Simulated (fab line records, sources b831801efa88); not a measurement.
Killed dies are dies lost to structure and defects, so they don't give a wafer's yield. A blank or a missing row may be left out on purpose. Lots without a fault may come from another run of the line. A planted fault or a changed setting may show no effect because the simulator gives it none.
Which tool did it? | flow sky130 | 24 lots, 72 wafers sampled, at 5 steps of a route of 708

WHAT THE GAUGES READ, wafer by wafer
SKY_VT_ADJUST_PCH_TW_MEAS_10.
lot  | measured     | on            | VT_ADJUST_PCH_TW
L074 | day 10 16:23 | film_metro-03 | 143.1 143.1 143.2
L075 | day 10 16:43 | film_metro-02 | 143.3 143.2 143.1
L076 | day 11 04:59 | film_metro-03 | 143.6 143.0 142.2
L077 | day 11 09:29 | film_metro-01 | 142.4 143.2 143.2
L079 | day 12 10:44 | film_metro-02 | 143.1 143.0 143.8
L078 | day 12 12:36 | film_metro-02 | 142.6 143.7 142.9
L081 | day 12 13:52 | film_metro-03 | 142.7 143.2 142.7
L080 | day 12 15:08 | film_metro-01 | 143.0 142.9 142.5
L082 | day 13 00:27 | film_metro-03 | 142.3 141.5 142.3
L083 | day 13 07:42 | film_metro-03 | 140.9 142.0 142.0
L084 | day 13 13:47 | film_metro-03 | 142.4 141.2 141.6
L085 | day 13 20:02 | film_metro-01 | 142.4 142.6 142.9
L086 | day 14 08:31 | film_metro-03 | 142.2 142.2 141.3
L087 | day 14 18:10 | film_metro-01 | 142.6 142.2 142.6
L088 | day 14 19:42 | film_metro-02 | 142.6 142.8 142.8
L089 | day 15 07:43 | film_metro-02 | 143.0 143.7 143.0
L090 | day 15 13:20 | film_metro-01 | 142.6 142.8 143.6
L091 | day 15 17:19 | film_metro-01 | 142.7 143.4 142.7
L092 | day 15 23:20 | film_metro-01 | 142.5 143.4 142.9
L093 | day 16 11:02 | film_metro-02 | 143.1 143.2 142.4
L094 | day 16 17:28 | film_metro-01 | 142.9 144.3 143.9
L095 | day 16 23:13 | film_metro-02 | 142.5 142.2 143.2
L096 | day 17 09:59 | film_metro-03 | 142.2 141.7 142.4
L097 | day 17 21:38 | film_metro-01 | 141.4 141.7 142.6

SKY_CAPM_RS_MEAS_03: measures by four-point-probe.
lot  | measured     | on            | CAPM_TIN_RS (ohm/sq)
L074 | day 36 15:23 | film_metro-04 | 7.33 7.33 7.30
L075 | day 36 12:58 | film_metro-03 | 7.30 7.34 7.33
L076 | day 37 01:59 | film_metro-03 | 7.22 7.26 7.16
L077 | day 37 08:53 | film_metro-02 | 7.39 7.29 7.31
L079 | day 38 15:55 | film_metro-04 | 7.21 7.13 7.18
L078 | day 38 14:02 | film_metro-03 | 7.24 7.20 7.24
L081 | day 38 16:02 | film_metro-03 | 7.26 7.28 7.31
L080 | day 38 17:13 | film_metro-03 | 7.37 7.29 7.32
L082 | day 38 22:26 | film_metro-02 | 7.16 7.13 7.12
L083 | day 39 07:16 | film_metro-04 | 7.31 7.38 7.30
L084 | day 39 14:52 | film_metro-02 | 7.16 7.11 7.11
L085 | day 39 21:31 | film_metro-02 | 7.43 7.45 7.39
L086 | day 40 04:04 | film_metro-04 | 7.07 7.19 7.12
L087 | day 40 15:56 | film_metro-02 | 7.38 7.38 7.34
L088 | day 40 20:17 | film_metro-02 | 7.22 7.19 7.28
L089 | day 41 00:07 | film_metro-04 | 7.24 7.15 7.10
L090 | day 41 08:04 | film_metro-03 | 7.29 7.24 7.33
L091 | day 41 08:55 | film_metro-04 | 7.32 7.19 7.30
L092 | day 41 13:13 | film_metro-04 | 7.23 7.21 7.16
L093 | day 42 13:14 | film_metro-04 | 7.27 7.24 7.28
L094 | day 42 12:11 | film_metro-02 | 7.25 7.26 7.13
L095 | day 42 15:36 | film_metro-02 | 7.28 7.36 7.27
L096 | day 42 22:50 | film_metro-04 | 7.22 7.20 7.19
L097 | day 43 03:20 | film_metro-02 | 7.17 7.15 7.12

SKY_CAPM_THK_MEAS_04: measures by xrf.
lot  | measured     | on            | CAPM_TIN_THK (nm)
L074 | day 36 15:31 | film_metro-04 | 191.4 189.9 192.3
L075 | day 36 13:05 | film_metro-03 | 190.6 190.1 189.9
L076 | day 37 02:07 | film_metro-03 | 193.0 191.3 195.0
L077 | day 37 09:01 | film_metro-02 | 189.1 191.9 191.1
L079 | day 38 16:01 | film_metro-04 | 193.0 196.5 194.1
L078 | day 38 14:09 | film_metro-03 | 192.9 193.8 192.8
L081 | day 38 16:08 | film_metro-03 | 192.8 190.3 191.1
L080 | day 38 17:20 | film_metro-03 | 189.0 191.5 191.0
L082 | day 38 22:32 | film_metro-02 | 194.1 195.6 195.9
L083 | day 39 07:22 | film_metro-04 | 191.2 189.8 192.0
L084 | day 39 14:59 | film_metro-02 | 195.4 197.9 196.3
L085 | day 39 21:38 | film_metro-02 | 187.7 187.2 189.8
L086 | day 40 04:11 | film_metro-04 | 197.9 194.1 196.6
L087 | day 40 16:04 | film_metro-02 | 190.1 189.4 190.6
L088 | day 40 20:24 | film_metro-02 | 193.1 194.6 191.5
L089 | day 41 00:14 | film_metro-04 | 193.5 195.9 196.5
L090 | day 41 08:10 | film_metro-03 | 190.6 191.5 188.7
L091 | day 41 09:02 | film_metro-04 | 191.6 194.3 191.8
L092 | day 41 13:19 | film_metro-04 | 194.0 193.9 195.3
L093 | day 42 13:21 | film_metro-04 | 191.2 192.1 191.0
L094 | day 42 12:19 | film_metro-02 | 193.8 192.3 195.7
L095 | day 42 15:42 | film_metro-02 | 192.6 190.3 192.1
L096 | day 42 22:58 | film_metro-04 | 192.9 192.1 192.5
L097 | day 43 03:28 | film_metro-02 | 194.8 193.9 194.8

SKY_VIA3_THK_MEAS_23: measures by xrf.
lot  | measured     | on            | VIA3_W_THK (nm)
L074 | day 39 23:26 | film_metro-03 | 381 378 381
L075 | day 39 20:29 | film_metro-01 | 388 388 390
L076 | day 40 09:05 | film_metro-03 | 377 374 377
L077 | day 40 15:42 | film_metro-02 | 377 376 381
L079 | day 41 20:54 | film_metro-01 | 385 386 385
L078 | day 41 19:45 | film_metro-03 | 373 377 375
L081 | day 41 20:47 | film_metro-03 | 377 381 380
L080 | day 41 22:19 | film_metro-03 | 380 373 375
L082 | day 42 02:31 | film_metro-02 | 385 380 383
L083 | day 42 10:29 | film_metro-01 | 393 389 391
L084 | day 42 18:32 | film_metro-02 | 383 386 385
L085 | day 43 00:01 | film_metro-02 | 380 376 378
L086 | day 43 05:52 | film_metro-02 | 383 382 377
L087 | day 43 18:20 | film_metro-02 | 377 381 378
L088 | day 43 23:20 | film_metro-01 | 384 387 385
L089 | day 44 03:01 | film_metro-01 | 393 395 389
L090 | day 44 08:05 | film_metro-02 | 378 378 379
L091 | day 44 08:33 | film_metro-01 | 390 392 388
L092 | day 44 13:07 | film_metro-01 | 402 394 399
L093 | day 45 11:32 | film_metro-01 | 382 394 392
L094 | day 45 09:49 | film_metro-01 | 394 387 390
L095 | day 45 13:17 | film_metro-02 | 388 386 383
L096 | day 45 20:50 | film_metro-03 | 378 380 383
L097 | day 46 00:47 | film_metro-02 | 383 382 386

WHICH TOOL RAN EACH LOT (tool, then ch and the chambers of the sampled wafers, then the start)
lot  | SKY_CAPM_METAL_ETCH_13
L074 | rie_metal-02 ch 0,1, day 37 16:49
L075 | rie_metal-02 ch 0,1, day 37 14:23
L076 | rie_metal-03 ch 0,1, day 38 03:37
L077 | rie_metal-02 ch 0,1, day 38 10:55
L079 | rie_metal-01 ch 0,1, day 39 16:56
L078 | rie_metal-03 ch 0,1, day 39 15:19
L081 | rie_metal-02 ch 0,1, day 39 17:03
L080 | rie_metal-03 ch 0,1, day 39 17:14
L082 | rie_metal-03 ch 0,1, day 39 22:58
L083 | rie_metal-01 ch 0,1, day 40 07:34
L084 | rie_metal-01 ch 0,1, day 40 15:12
L085 | rie_metal-02 ch 0,1, day 40 21:09
L086 | rie_metal-01 ch 0,1, day 41 04:13
L087 | rie_metal-02 ch 0,1, day 41 16:16
L088 | rie_metal-01 ch 0,1, day 41 20:04
L089 | rie_metal-02 ch 1, day 42 00:21
L090 | rie_metal-02 ch 1, day 42 08:00
L091 | rie_metal-01 ch 0,1, day 42 08:33
L092 | rie_metal-01 ch 0,1, day 42 12:44
L093 | rie_metal-02 ch 0,1, day 43 12:13
L094 | rie_metal-03 ch 0, day 43 10:46
L095 | rie_metal-01 ch 0,1, day 43 14:23
L096 | rie_metal-03 ch 0,1, day 43 21:57
L097 | rie_metal-03 ch 1, day 44 02:28
- SKY_CAPM_METAL_ETCH_13: etches TiN in Cl2/BCl3, stops on SiO2, target depth 220 nm, time 62.9 s.

WHAT THE TOOLS THEMSELVES READ (means of the sampled wafers that have a number; where no wafer has one, the mark that the record gives instead)
SKY_CAPM_METAL_ETCH_13.
lot  | tool         | drypump_motor_current_A (A) | oes_product_au (a.u.) | throttle_valve_pct (%)
L074 | rie_metal-02 | 6.0                         | 0.910                 | 21.923
L075 | rie_metal-02 | 6.0                         | 0.908                 | 21.919
L076 | rie_metal-03 | 5.6                         | 0.917                 | 21.917
L077 | rie_metal-02 | 6.0                         | 0.905                 | 21.930
L079 | rie_metal-01 | 5.8                         | 0.922                 | 21.906
L078 | rie_metal-03 | 5.3                         | 0.913                 | 21.924
L081 | rie_metal-02 | 6.0                         | 0.909                 | 21.927
L080 | rie_metal-03 | 5.6                         | 0.907                 | 21.922
L082 | rie_metal-03 | 5.3                         | 0.921                 | 21.904
L083 | rie_metal-01 | 5.5                         | 0.906                 | 21.926
L084 | rie_metal-01 | 5.8                         | 0.929                 | 21.908
L085 | rie_metal-02 | 6.0                         | 0.900                 | 21.928
L086 | rie_metal-01 | 5.5                         | 0.928                 | 21.928
L087 | rie_metal-02 | 6.0                         | 0.908                 | 21.929
L088 | rie_metal-01 | 5.5                         | 0.917                 | 21.921
L089 | rie_metal-02 | 6.0                         | 0.920                 | 21.916
L090 | rie_metal-02 | 6.0                         | 0.910                 | 21.917
L091 | rie_metal-01 | 5.5                         | 0.911                 | 21.913
L092 | rie_metal-01 | 5.8                         | 0.918                 | 21.913
L093 | rie_metal-02 | 6.0                         | 0.916                 | 21.924
L094 | rie_metal-03 | 5.8                         | 0.919                 | 21.917
L095 | rie_metal-01 | 5.5                         | 0.908                 | 21.919
L096 | rie_metal-03 | 5.6                         | 0.915                 | 21.914
L097 | rie_metal-03 | 5.1                         | 0.924                 | 21.913

THE ANSWER, worked out from the rows above alone
Rule: what is usual is taken from the lots themselves. Put in order of their means at a reading, lots are off if they are a third of the lots or fewer, leave a main group of 4 or more, and stand apart from it by a gap of 3 or more times the standard deviation of the main group's means; of several such gaps the widest counts. A main group whose means are all the same, to the digits that the tables above print for the reading, isn't used. A lot without any number at a reading at which 4 lots or more have one is off too. The other lots that the step has rows for count as sound. The gauges are gone through in route order, then the tools' own readings, and for those a lot's mean is taken as printed above. The first step at which some lot is off is used, and at that step the reading that is off furthest; a lot without a number counts as furthest.
No lot is off at any reading shown: from this, nothing can be told.

WHAT THE SIMULATOR HAD PUT IN
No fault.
